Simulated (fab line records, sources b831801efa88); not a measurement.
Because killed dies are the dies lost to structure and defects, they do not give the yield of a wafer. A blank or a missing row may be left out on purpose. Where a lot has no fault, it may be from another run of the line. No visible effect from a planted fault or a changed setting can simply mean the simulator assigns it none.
Struck lot and sound lot, side by side / flow sky130 / 17 steps out of a route of 708
Sound: these wafers, L829.1, L829.2, L829.5. Struck: wafers L846.2, L846.3, L846.4. The cause comes at the end.
At each step with rows: each side's tool, then ch and its chambers, then its first start. Under that, the readings that differ: sound wafers / struck wafers / difference of the means / sigmas: that difference in standard deviations of wafers without a fault.
alike: a reading whose means differ by less than 2 such deviations, as well as words and numbers matching on both sides. not compared: withheld readings; readings where some wafer has no value; bounds like >300 that might hide an equal value; numbers whose values overlap and for which the record gives no deviation.
The two part at a step that has a row with sigmas, a row that says differs or no value, or rows on one side only. When numbers do not overlap yet have no deviation, they are printed without sigmas and do not part them. A reading missing from all wafers of one side parts the sides only when that side holds two or more wafers.

SKY_LOCAL_INTERCONNECT_RS_MEAS_01: uses a four-point probe to measure.
  sound on film_metro-01 at day 29 07:39; struck on film_metro-01 at day 35 03:49
  alike: LOCAL_INTERCONNECT_TIN_RS
SKY_LOCAL_INTERCONNECT_THK_MEAS_02: measures by xrf.
  sound on film_metro-01 at day 29 07:46; struck on film_metro-01 at day 35 03:55
  alike: LOCAL_INTERCONNECT_TIN_THK
then, 8 steps without rows for these wafers: SKY_LOCAL_INTERCONNECT_DEHYDRATE_03 (time 60 s); SKY_LOCAL_INTERCONNECT_HMDS_04 (prime time 60 s); SKY_LOCAL_INTERCONNECT_COAT_05 (resist thk 60 nm); SKY_LOCAL_INTERCONNECT_COAT_06 (resist thk 444 nm); SKY_LOCAL_INTERCONNECT_SOFTBAKE_07 (time 90 s); SKY_LOCAL_INTERCONNECT_EXPOSE_08 (exposes mask LI1M, target cd 170 nm); SKY_LOCAL_INTERCONNECT_PEB_09; SKY_LOCAL_INTERCONNECT_DEVELOP_10 (develop time 60 s).
SKY_LOCAL_INTERCONNECT_CD_MEAS_11 targets a cd of 170 nm.
  sound on cd_sem-01 at day 30 12:10; struck on cd_sem-02 at day 36 06:31
  alike: cd_nm
SKY_LOCAL_INTERCONNECT_OVL_MEAS_12:
  sound on overlay-02 at day 30 12:17; struck on overlay-01 at day 36 06:37
  alike: LOCAL_INTERCONNECT_OVL
SKY_LOCAL_INTERCONNECT_ETCH_13: etches BARC in N2/H2, stops on SiO2, time 45.9 s, target depth 60 nm.
  sound on rie_metal-03 ch 0,1, day 30 12:19; struck on rie_metal-01 ch 0,1, day 36 06:38
reading=model.KrF-thick_of_LOCAL_INTERCONNECT_COAT_06.thk_nm (nm); sound=385.9 386.8 386.4; struck=395.4 393.3 395.6; difference=+8.4; sigmas=
  alike: drypump_motor_current_A, oes_product_au, throttle_valve_pct
  not compared: rf_hours_counter_h
SKY_LOCAL_INTERCONNECT_METAL_ETCH_14: etches TiN in Cl2/BCl3, stops on PSG, target depth 110 nm, time 31.4 s.
  sound on rie_metal-03 ch 0,1, day 30 12:23; struck on rie_metal-01 ch 0,1, day 36 06:43
reading=oes_product_au (a.u.); sound=0.949 0.940 0.938; struck=0.907 0.935 0.908; difference=-0.026; sigmas=-3
reading=throttle_valve_pct (%); sound=21.899 21.897 21.892; struck=21.922 21.915 21.922; difference=+0.024; sigmas=+2
reading=model.KrF-thick_of_LOCAL_INTERCONNECT_COAT_06.thk_nm (nm); sound=343.3 344 343.8; struck=351.5 348.2 351.6; difference=+6.7; sigmas=
  alike: bcl3_flow_sccm, drypump_motor_current_A
  not compared: rf_hours_counter_h
SKY_LOCAL_INTERCONNECT_STRIP_15: strips in O2/N2.
  sound on plasma_asher-03 ch 0,1, day 30 12:26; struck on plasma_asher-03 ch 0,1, day 36 06:46
reading=strip_time_to_endpoint_s (s); sound=4.655 4.678 4.675; struck=4.743 4.716 4.752; difference=+0.068; sigmas=+3
  alike: drypump_motor_current_A, oes_product_au
  not compared: rf_hours_counter_h
then, 1 step without rows for these wafers: SKY_LOCAL_INTERCONNECT_STRIP_16 (strips in post etch residue remover, time 1200 s).
-- the record jumps here: 14 days lie between the struck wafers' starts before and after (it left off in module LOCAL_INTERCONNECT and takes up again in module PAD_OPEN, whose first step shown is number 708 of the route) --
SKY_PAD_OPEN_PROBE_99:
  sound on prober-02 at day 45 21:31; struck on prober-01 at day 50 00:41
reading=killed_at_contacts; sound=22 19 33; struck=37 31 51; difference=+15; sigmas=+3
  alike: killed_at_M0_to_M3, killed_at_M4_up, killed_at_front_end, killed_at_other, killed_dies, killed_open, killed_short

## WHERE THEY PART
Last at SKY_PAD_OPEN_PROBE_99 as far as this record goes, first at SKY_LOCAL_INTERCONNECT_METAL_ETCH_14.

WHY: whatever the simulator had introduced
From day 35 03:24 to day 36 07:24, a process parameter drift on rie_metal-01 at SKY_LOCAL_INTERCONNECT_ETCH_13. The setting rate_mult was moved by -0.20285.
